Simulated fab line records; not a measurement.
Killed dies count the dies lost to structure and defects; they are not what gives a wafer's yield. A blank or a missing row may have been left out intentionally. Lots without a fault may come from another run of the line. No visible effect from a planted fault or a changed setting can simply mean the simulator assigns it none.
Which of the tools did it?    flow sky130    42 wafers from 14 lots sampled at 5 of the route's 708 steps

WHAT EACH GAUGE READ, for each wafer
SKY_VT_ADJUST_LVTN_OVL_MEAS_07.
lot   measured      on          VT_ADJUST_LVTN_OVL (nm)
L279  day 7 08:43   overlay-02  2.3 3.3 3.2
L278  day 7 09:39   overlay-01  1.2 2.4 1.2
L280  day 7 17:27   overlay-01  2.6 2.3 2.2
L281  day 7 17:46   overlay-01  -0.2 0.9 0.7
L282  day 7 23:48   overlay-01  0.9 0.6 -0.4
L284  day 8 14:06   overlay-01  -1.2 -1.2 -1.1
L285  day 8 21:55   overlay-01  3.1 0.9 2.2
L286  day 8 23:22   overlay-02  2.9 3.5 2.6
L287  day 9 07:27   overlay-01  -1.1 -1.1 0.1
L295  day 11 10:48  overlay-01  0.7 -1.3 1.0
L296  day 11 16:50  overlay-01  2.6 3.6 2.8
L298  day 12 09:41  overlay-02  -1.4 0.9 2.8
L301  day 13 00:11  overlay-02  1.4 -0.2 1.2
L300  day 13 00:32  overlay-02  2.3 1.6 1.1

SKY_VT_ADJUST_PCH_OVL_MEAS_07.
lot   measured      on          VT_ADJUST_PCH_OVL (nm)
L279  day 10 23:22  overlay-01  -0.1 -1.8 0.7
L278  day 11 00:19  overlay-02  2.5 2.5 0.8
L280  day 11 08:25  overlay-02  1.0 -0.4 -0.4
L281  day 11 09:25  overlay-02  1.0 0.9 2.4
L282  day 11 18:19  overlay-02  1.2 1.0 -0.4
L284  day 12 07:43  overlay-01  2.2 0.9 0.4
L285  day 12 19:43  overlay-02  0.7 0.5 -0.6
L286  day 12 21:06  overlay-02  1.3 -1.5 -0.9
L287  day 13 05:36  overlay-02  0.8 0.8 0.1
L295  day 15 15:57  overlay-01  -3.7 -0.7 -0.3
L296  day 16 00:15  overlay-02  0.5 0.0 0.6
L298  day 16 18:52  overlay-01  -1.7 -0.9 -3.4
L301  day 17 11:51  overlay-01  -0.6 0.5 -0.3
L300  day 17 12:12  overlay-02  2.3 -0.2 -0.6

SKY_VT_ADJUST_PCH_TW_MEAS_10.
lot   measured      on             VT_ADJUST_PCH_TW
L279  day 10 23:39  film-metro-03  145.4 144.0 144.5
L278  day 11 00:37  film-metro-01  143.4 143.3 143.1
L280  day 11 08:44  film-metro-01  143.5 142.7 142.7
L281  day 11 09:42  film-metro-01  143.4 143.1 142.5
L282  day 11 18:37  film-metro-03  142.7 143.1 143.3
L284  day 12 08:01  film-metro-03  143.3 144.0 143.2
L285  day 12 20:00  film-metro-03  143.7 143.6 143.4
L286  day 12 21:23  film-metro-01  141.6 141.5 142.7
L287  day 13 05:53  film-metro-01  143.5 144.2 143.3
L295  day 15 16:14  film-metro-03  143.2 142.8 143.2
L296  day 16 00:32  film-metro-03  143.3 143.7 143.0
L298  day 16 19:10  film-metro-01  143.1 142.4 143.0
L301  day 17 12:08  film-metro-01  143.9 143.9 143.9
L300  day 17 12:29  film-metro-01  143.7 144.3 143.8

SKY_SONOS_TUNNEL_CD_MEAS_07 targets a cd of 410 nm.
lot   measured      on         cd-nm (nm)
L279  day 11 22:45  cd-sem-01  412.7 414.2 414.4
L278  day 11 23:26  cd-sem-01  409.0 409.9 408.4
L280  day 12 08:17  cd-sem-01  409.4 408.7 409.3
L281  day 12 09:19  cd-sem-02  411.2 409.4 406.2
L282  day 12 18:32  cd-sem-02  405.2 407.6 405.9
L284  day 13 09:01  cd-sem-01  415.5 412.6 416.0
L285  day 13 21:11  cd-sem-01  414.4 411.8 414.0
L286  day 13 23:02  cd-sem-02  410.1 413.4 409.1
L287  day 14 07:55  cd-sem-01  411.1 409.0 411.8
L295  day 16 20:20  cd-sem-02  395.0 409.2 395.5
L296  day 17 04:16  cd-sem-01  409.0 410.8 395.3
L298  day 17 23:07  cd-sem-02  408.4 410.5 410.8
L301  day 18 17:35  cd-sem-01  406.7 408.7 407.6
L300  day 18 17:38  cd-sem-02  413.0 410.6 409.1

TOOL THAT RAN EACH LOT (tool first, then ch and the chambers of the sampled wafers, then the start)
lot   SKY_SONOS_TUNNEL_DEVELOP_06
L279  litho-track-04 ch 0, day 11 22:37
L278  litho-track-01 ch 0, day 11 23:17
L280  litho-track-02 ch 0, day 12 08:08
L281  litho-track-04 ch 0, day 12 09:10
L282  litho-track-02 ch 0, day 12 18:23
L284  litho-track-01 ch 0, day 13 08:52
L285  litho-track-01 ch 0, day 13 21:02
L286  litho-track-02 ch 0, day 13 22:53
L287  litho-track-02 ch 0, day 14 07:47
L295  litho-track-04 ch 0, day 16 20:11
L296  litho-track-04 ch 0, day 17 04:07
L298  litho-track-01 ch 0, day 17 22:58
L301  litho-track-02 ch 0, day 18 17:26
L300  litho-track-01 ch 0, day 18 17:29
- SKY_SONOS_TUNNEL_DEVELOP_06: develop time 60 s.

AS READ BY THE TOOLS THEMSELVES (means over the sampled wafers that have a number; for cases with no such wafer, the mark the record gives instead)
The record holds no such reading with a usual standard deviation.

THE ANSWER, worked out from the rows above alone
Rule: usual is defined by the lots themselves. Put in order of their means at a reading, lots are off if they are a third of the lots or fewer, leave a main group of 4 or more, and stand apart from it by a gap of 3 or more times the standard deviation of the main group's means; of several such gaps the widest counts. Not used: any main group whose means are identical at the precision the tables above print for the reading. Also off: a lot with no number at a reading for which 4 or more lots have one. The other lots that the step has rows for count as sound. First the gauges in route order, then the tools' own readings, where a lot's mean is used as printed above. At the first step where some lot is off, the reading lying furthest off is the one used; lots without a number count as furthest.
Across all readings shown, no lot is off: no conclusion can be drawn from this.

WHAT HAD BEEN PUT IN BY THE SIMULATOR
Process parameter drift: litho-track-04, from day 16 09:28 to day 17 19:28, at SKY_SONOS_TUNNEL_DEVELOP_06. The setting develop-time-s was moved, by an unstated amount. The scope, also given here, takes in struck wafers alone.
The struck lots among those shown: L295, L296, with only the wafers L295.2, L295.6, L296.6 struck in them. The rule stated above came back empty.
